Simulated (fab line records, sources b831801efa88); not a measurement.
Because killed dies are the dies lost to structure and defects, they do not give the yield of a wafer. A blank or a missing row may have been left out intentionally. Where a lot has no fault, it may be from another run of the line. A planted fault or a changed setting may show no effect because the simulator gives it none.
What tool caused it? :: flow sky130 :: 6 lots, 18 wafers sampled, at 2 steps of a route of 708

## WHAT THE GAUGES SHOWED, per wafer
SKY_CAP2M_THK_MEAS_01.
lot: L103
measured: day 39 21:58
on: film metro-02
CAP2M_CVD_00_THK (nm): 15.28 15.26 15.63

lot: L107
measured: day 41 02:17
on: film metro-01
CAP2M_CVD_00_THK (nm): 15.40 15.20 15.78

lot: L105
measured: day 41 03:26
on: film metro-02
CAP2M_CVD_00_THK (nm): 15.46 15.69 15.59

lot: L109
measured: day 42 01:02
on: film metro-01
CAP2M_CVD_00_THK (nm): 15.50 15.43 15.67

lot: L123
measured: day 45 05:32
on: film metro-01
CAP2M_CVD_00_THK (nm): 15.57 15.54 15.89

lot: L124
measured: day 45 12:43
on: film metro-01
CAP2M_CVD_00_THK (nm): 15.29 15.65 15.57

## WHICH TOOL RAN EACH LOT (tool, then ch and the chambers of the sampled wafers, then the start)
lot: L103
SKY_CAP2M_CVD_00: pecvd-04 ch 1,2, day 39 21:56

lot: L107
SKY_CAP2M_CVD_00: pecvd-02 ch 1,2, day 41 02:16

lot: L105
SKY_CAP2M_CVD_00: pecvd-03 ch 0,1, day 41 03:25

lot: L109
SKY_CAP2M_CVD_00: pecvd-04 ch 0,1,2, day 42 01:01

lot: L123
SKY_CAP2M_CVD_00: pecvd-04 ch 0,1,2, day 45 05:31

lot: L124
SKY_CAP2M_CVD_00: pecvd-02 ch 0,1, day 45 12:41
- SKY_CAP2M_CVD_00: deposits SiO2, target thk 15.5 nm.

## THE ANSWER, worked out from the rows above alone
Rule: the usual values come from the lots themselves. Put in order of their means at a reading, lots are off if they are a third of the lots or fewer, leave a main group of 4 or more, and stand apart from it by a gap of 3 or more times the standard deviation of the main group's means; of several such gaps the widest counts. A main group whose means are all the same, to the digits that the tables above print for the reading, isn't used. Also off: a lot with no number at a reading for which 4 or more lots have one. Any other lot the step has rows for is counted as sound.
No lot is off on any of the readings shown, so nothing can be concluded from this.

## WHAT THE SIMULATOR HAD PUT IN
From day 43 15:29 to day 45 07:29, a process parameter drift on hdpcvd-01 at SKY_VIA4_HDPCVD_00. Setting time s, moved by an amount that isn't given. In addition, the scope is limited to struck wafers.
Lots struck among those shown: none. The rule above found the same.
